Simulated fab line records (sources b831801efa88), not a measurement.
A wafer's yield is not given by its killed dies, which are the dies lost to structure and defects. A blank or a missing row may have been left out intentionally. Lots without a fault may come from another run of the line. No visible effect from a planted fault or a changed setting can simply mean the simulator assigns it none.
The same fault as seen by 2 desks / flow sfqLine / only its own numbers are on each desk; what lay behind them is given at the end

## METROLOGY DESK
Lot by lot, what the gauges showed, no matter which tool ran the lot: averages of those sampled wafers that carry a number. The brackets show how far a lot's mean lies from the usual mean; more than 4 standard deviations puts the lot out of limits, marked OUT.
Columns: A = J5_OVL at SFQ_JJ_OVL_MEAS_931, usual 1 nm; B = M5_OVL at SFQ_M5_OVL_MEAS_932, usual 0 nm
lot=L685; first seen here=day 54 15:45; A=-1; B=-8
lot=L686; first seen here=day 55 03:44; A=7; B=-6
lot=L693; first seen here=day 57 16:35; A=-3; B=-3
lot=L694; first seen here=day 57 19:50; A=5; B=-1
lot=L695; first seen here=day 61 10:13; A=5; B=-5
lot=L699; first seen here=day 63 01:59; A=1; B=9
Result from this desk: across the 6 lots, nothing is out of limits.

## THE TOOL OWNER'S DESK: lithoTrack-01
The tool's own readings at SFQ_TRILAYER_M5_LITHO_COAT_123 (resist thk 600 nm): means of the sampled wafers that have a number, for each lot that ran on this tool. The brackets show how far a lot's mean lies from the usual mean; more than 4 standard deviations puts the lot out of limits, marked OUT.
Columns: A = spinSpeedRpm at SFQ_TRILAYER_M5_LITHO_COAT_123, usual 2999.9 rpm
lot=L686; first seen here=day 55 06:58; A=3001.4
lot=L693; first seen here=day 57 19:38; A=2636.9 (-99 or more) OUT
lot=L694; first seen here=day 57 22:53; A=2639.2 (-99 or more) OUT
lot=L695; first seen here=day 61 13:28; A=2997.4
This desk's finding: out of limits on L693, L694; first on L693, day 57 19:38 (spinSpeedRpm at SFQ_TRILAYER_M5_LITHO_COAT_123). Within limits: L686, L695.

## ALL TOGETHER
The tool owner's desk had the chance to raise an alarm at day 57 19:38 on L693, L694.
The metrology desk saw nothing out of limits.
The metrology desk holds a record of L693, L694, inside its limits.
Every lot named ran SFQ_TRILAYER_M5_LITHO_COAT_123 on lithoTrack-01.

## WHAT HAD BEEN PUT IN BY THE SIMULATOR
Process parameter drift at SFQ_TRILAYER_M5_LITHO_COAT_123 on lithoTrack-01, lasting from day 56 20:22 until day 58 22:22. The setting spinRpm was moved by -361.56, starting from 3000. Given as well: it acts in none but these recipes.
Shown lots that were struck: L693, L694.
Hours from the fault's start to each desk's first reading out of limits: the tool owner's desk, 23.
